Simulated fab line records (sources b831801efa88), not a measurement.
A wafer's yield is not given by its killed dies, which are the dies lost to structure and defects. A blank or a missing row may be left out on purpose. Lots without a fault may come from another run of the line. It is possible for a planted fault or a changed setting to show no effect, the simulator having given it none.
Code-filled problem report in 8D (eight disciplines) form	flow gf180mcu	the parts of the form that need people (team, actions taken, sign-off) are left out

== 1. THE ISSUE ==
On 3 wafers of 1 lot, temp c at GF_DUAL_GATE_WET_ETCH_12 has a mean of 10.98 C; fault-free wafers read 25.00 C, standard deviation 0.1. So: -99 or more standard deviations from the usual mean.
The step: etches SiO2 in dHF, target depth 13 nm, time 260 s.
Earliest sighting: wafer L251.1 on wet bench-04 at day 10 21:23. The record holds 15 wafers of 5 lots with a number at this step. Rule for "out" (also "out of limits"): further than 4 standard deviations from the usual mean. The other wafers with a number count as sound.

== 2. WHAT IT IS, WHAT IT ISN'T ==
question	is	is not
which readings at this step	temp c, bath heat duty pct	-
which lots	L251	L242, L255, L260, L262
which wafers of those lots	all that have a number	-
read on which tools	wet bench-04	wet bench-02, wet bench-03
when	from day 10 21:23	up to then (3 sound wafers); but 9 sound wafers of L255, L260, L262 came after

== 3. THE SUSPECTS, EACH WITH WHAT RULES IT OUT ==
Counting: a tool at a process step up to the reading stays a suspect if it ran every lot that is out and no sound lot after the first of them.
- wet bench-04 at GF_DUAL_GATE_WET_ETCH_12 (etches SiO2 in dHF, target depth 13 nm, time 260 s): ruled out as a lasting fault. Following L251 (day 10 21:23), the first lot on it that is out, the sound lots L260 were run on it.
Left after counting: nothing in the record.

== 4. THE CAUSE (what the simulator had put in) ==
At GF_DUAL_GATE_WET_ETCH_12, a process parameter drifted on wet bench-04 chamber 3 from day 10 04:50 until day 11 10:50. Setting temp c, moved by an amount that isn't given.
Counting ruled it out, wrongly.

== 5. SEQUENCE OF EFFECTS, ordered by route ==
Each row: a reading whose mean over the struck wafers that have a number lies more than 3 standard deviations from the usual. Readings are gone through only where the record gives a usual standard deviation; hours: the median, over the lots, of the time from a lot's start at the first step in this table giving one to that lot's start at this step; sigmas: the change measured in usual standard deviations.
hours	step	reading	usual	on struck wafers	change	sigmas
0	GF_DUAL_GATE_WET_ETCH_12	bath heat duty pct	6.2 %	0.0	-6.2	-8.4
0	GF_DUAL_GATE_WET_ETCH_12	temp c	25.00 C	10.98	-14.02	-99 or more
It contains these process steps:
- GF_DUAL_GATE_WET_ETCH_12: etches SiO2 in dHF, target depth 13 nm, time 260 s.
Later steps that measure or inspect, where all struck wafers having a row at the step show a number for every such reading and not one has moved that far: GF_POLY_GATE_THK_MEAS_01, GF_POLY_GATE_CD_MEAS_10, GF_POLY_GATE_OVL_MEAS_11, GF_POLY_GATE_THK_MEAS_17, GF_POLY_GATE_CD_MEAS_18.

== 6. WHAT WOULD HAVE CAUGHT IT SOONER ==
In this record the first reading out of limits was taken at day 10 21:23, 17 hours after the fault began at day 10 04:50.
